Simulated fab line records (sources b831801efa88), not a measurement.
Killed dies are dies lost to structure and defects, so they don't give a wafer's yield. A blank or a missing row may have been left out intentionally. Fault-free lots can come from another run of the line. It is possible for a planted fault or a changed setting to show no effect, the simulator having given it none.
8D (eight disciplines) problem report, filled in by code | flow sky130 | the parts of the form that need people (team, actions taken, sign-off) are left out

## 1. THE PROBLEM
spin_speed_rpm at SKY_METAL1_COAT_10 reads a mean of 3343.9 rpm on 5 wafers of 2 lots; wafers without a fault read 3000.1 rpm with a standard deviation of 1.9. So: +99 or more standard deviations from the usual mean.
The step: resist thk 450 nm.
First observed at day 37 04:00: wafer L219.2, on litho_track-04. The record has a number at this step for 32 wafers belonging to 11 lots. The rule behind "out" and "out of limits": a value lying over 4 standard deviations away from the usual mean. The other wafers with a number count as sound.

## 2. WHAT IT IS, AND WHAT IT ISN'T
question                    | is                     | is not
which readings at this step | spin_speed_rpm         | -
which lots                  | L219, L222             | L204, L206, L207, L208, L210, L213, L215, L216, L218
which wafers of those lots  | all that have a number | -
read on which tools         | litho_track-04         | litho_track-01, litho_track-03
when                        | from day 37 04:00      | up to then (27 sound wafers)

## 3. SUSPECTS, AND WHAT RULES EACH OUT
Counting: a tool stays on the suspect list if, at a process step up to the reading, it processed all lots that are out and no sound lot following the first of them.
- rie_diel-02 at SKY_LI_CONTACT_ETCH_15 (etches PSG in C4F8/O2/Ar, stops on Si, target depth 600 nm): kept. All lots that are out passed through it, beginning with L219 at day 34 07:05, and no sound lot followed; its final sound lot before that point was L210 at day 32 05:41.
- pvd_sputter-02 at SKY_METAL1_SPUTTER_04 (material TiN, target thk 70 nm, time 58.3 s): kept. All lots that are out passed through it, beginning with L219 at day 36 15:38, and no sound lot followed; its final sound lot before that point was L215 at day 35 09:40.
- litho_track-04 at SKY_METAL1_COAT_10 (resist thk 450 nm): kept. All lots that are out passed through it, beginning with L219 at day 37 04:00, and no sound lot followed; its final sound lot before that point was L218 at day 36 14:00. Out on those wafers are its own readings of spin_speed_rpm.
Left after counting: rie_diel-02 at SKY_LI_CONTACT_ETCH_15, pvd_sputter-02 at SKY_METAL1_SPUTTER_04, litho_track-04 at SKY_METAL1_COAT_10.

## 4. THE CAUSE (what the simulator had put in)
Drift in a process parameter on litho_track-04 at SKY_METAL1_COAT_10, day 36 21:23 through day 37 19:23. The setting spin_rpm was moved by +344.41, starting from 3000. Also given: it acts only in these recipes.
Counting leaves 3 suspects; this tool is one of them.

## 5. THE EFFECT CHAIN, in route order
One row per reading whose mean, taken over the struck wafers that have a number, lies over 3 standard deviations from the usual. Only readings whose record carries a usual standard deviation are examined. hours: median over the lots of the time between each lot's start at the first step of this table that gives one and its start at this step. sigmas: the change, counted in usual standard deviations.
hours | step                | reading                  | usual      | on struck wafers | change | sigmas
0     | SKY_METAL1_COAT_10  | spin_speed_rpm           | 3000.1 rpm | 3343.9           | +343.8 | +99 or more
14    | SKY_METAL1_STRIP_20 | strip_time_to_endpoint_s | 2.69 s     | 2.44             | -0.25  | -6.1
The process steps in it:
- SKY_METAL1_COAT_10: resist thk 450 nm.
- SKY_METAL1_STRIP_20: strips in O2/N2.

## 6. HOW IT WOULD HAVE BEEN CAUGHT EARLIER
First out-of-limits reading in this record: day 37 04:00, which is 7 hours after fault onset at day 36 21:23.
